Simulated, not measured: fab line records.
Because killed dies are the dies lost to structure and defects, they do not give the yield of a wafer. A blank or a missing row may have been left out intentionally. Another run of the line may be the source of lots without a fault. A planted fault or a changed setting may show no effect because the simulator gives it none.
A lot that was struck, set against a sound lot + flow sky130 + 16 out of 708 route steps
Sound: the wafers L979.1, L979.2, L979.5. Struck: wafers L988.1, L988.3, L988.6. The cause is named last.
For every step that has rows: the tool of each side, followed by ch and its chambers, followed by its first start. Under that, the readings that differ: sound wafers + struck wafers + difference of the means + sigmas: that difference in standard deviations of wafers without a fault.
alike: words and numbers the same on both sides, and readings whose means are apart by under 2 such deviations; not compared: readings that were withheld, readings missing a value for some wafer, numbers with overlapping values and no deviation given by the record, and bounds like >300 which may hide the same value.
The two part at a step that has a row with sigmas, a row that says differs or no value, or rows on one side only. Numbers that don't overlap but have no deviation are shown without sigmas and don't part them. A reading missing from all wafers of one side parts the sides only when that side holds two or more wafers.

SKY_LDD_HVN_OVL_MEAS_07:
  sound on overlay-02 at day 20 14:30; struck on overlay-02 at day 24 12:35
  alike: LDD_HVN_OVL
next, for these wafers, 1 step has no rows: SKY_LDD_HVN_IMPLANT_08.
SKY_LDD_HVN_STRIP_09: strips in O2/N2.
  sound on plasmaAsher-04 ch 0,1, day 20 14:41; struck on plasmaAsher-03 ch 0,1, day 24 12:46
  alike: drypumpMotorCurrentA, oesProductAu, stripTimeToEndpointS
  not compared: rfHoursCounterH
SKY_LDD_HVN_TW_MEAS_10:
  sound on filmMetro-02 at day 20 14:47; struck on filmMetro-04 at day 24 12:52
  alike: LDD_HVN_TW
then, 7 steps without rows for these wafers: SKY_LDD_HVP_DEHYDRATE_00 (time 60 s); SKY_LDD_HVP_HMDS_01 (prime time 60 s); SKY_LDD_HVP_COAT_02 (resist thk 300 nm); SKY_LDD_HVP_SOFTBAKE_03 (time 60 s); SKY_LDD_HVP_EXPOSE_04 (exposes mask HVPTM, target cd 700 nm); SKY_LDD_HVP_PEB_05; SKY_LDD_HVP_DEVELOP_06 (develop time 60 s).
SKY_LDD_HVP_OVL_MEAS_07:
  sound on overlay-01 at day 21 20:25; struck on overlay-01 at day 25 17:33
  alike: LDD_HVP_OVL
SKY_LDD_HVP_IMPLANT_08:
  sound on implanter-03 ch 0, day 21 20:26; struck on implanter-02 ch 0, day 25 17:35
| reading          | sound                            | struck                         | difference  | sigmas      |
|------------------|----------------------------------|--------------------------------|-------------|-------------|
| doseIonsCm2      | 1.7006e+13 1.7014e+13 1.7009e+13 | 1.1395e+13 1.14e+13 1.1381e+13 | -5.6177e+12 | -99 or more |
| faradayCurrentUA | 95.7 98.4 94.5                   | 64.7 63.6 66.0                 | -31.4       | -14         |
SKY_LDD_HVP_STRIP_09: strips in O2/N2.
  sound on plasmaAsher-01 ch 0,1, day 21 20:35; struck on plasmaAsher-02 ch 0,1, day 25 17:44
  alike: drypumpMotorCurrentA, oesProductAu, stripTimeToEndpointS
  not compared: rfHoursCounterH
SKY_LDD_HVP_TW_MEAS_10:
  sound on filmMetro-04 at day 21 20:41; struck on filmMetro-03 at day 25 18:04
| reading    | sound             | struck            | difference | sigmas |
|------------|-------------------|-------------------|------------|--------|
| LDD_HVP_TW | 459.2 457.8 458.8 | 406.0 405.5 405.5 | -52.9      | -22    |
  not compared: hold
-- the record jumps here: 23 days lie between the struck wafers' starts before and after (it left off in module LDD_HVP and takes up again in module PAD_OPEN, whose first step shown is number 708 of the route) --
SKY_PAD_OPEN_PROBE_99:
  sound on prober-02 at day 45 21:31; struck on prober-02 at day 48 13:49
| reading                               | sound                   | struck                  | difference | sigmas |
|---------------------------------------|-------------------------|-------------------------|------------|--------|
| killedDies                            | 108 95 93               | 66 87 82                | -20        | -2     |
| killedShort                           | 44 55 41                | 29 36 34                | -14        | -2     |
| model.etest.tip_p_5v.rsOhmSq          | 2844 2858 2854          | 3876 3882 3909          | +1037      |        |
| model.etest.pfetG5v0d10v5.rOnOhmUm    | 4848 4784 4838          | 4959 4912 4948          | +116       |        |
| model.etest.tip_p_5v.rsOhmSqRange     | 73.37 102.8 49.09       | 153.6 212.4 158         | +99.6      |        |
| model.etest.pfetG5v0d10v5.driveUaUm   | 334.7 341.1 338.9       | 325.8 326.6 329.5       | -10.9      |        |
| model.etest.pfetG5v0d10v5.offLog10AUm | -12.46 -12.24 -12.45    | -13.16 -13.15 -13.3     | -0.82      |        |
| model.etest.pfetG5v0d10v5.vtSatV (V)  | -0.6252 -0.5958 -0.6196 | -0.6922 -0.6815 -0.6995 | -0.0775    |        |
  alike: killed_at_M0_to_M3, killed_at_M4_up, killedAtContacts, killedAtFrontEnd, killedAtOther, killedOpen

WHERE THEY PART
First at SKY_LDD_HVP_IMPLANT_08; last, within this record, at SKY_PAD_OPEN_PROBE_99.

WHY: what had been put in by the simulator
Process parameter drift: implanter-02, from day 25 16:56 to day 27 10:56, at SKY_LDD_HVP_IMPLANT_08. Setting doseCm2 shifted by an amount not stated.
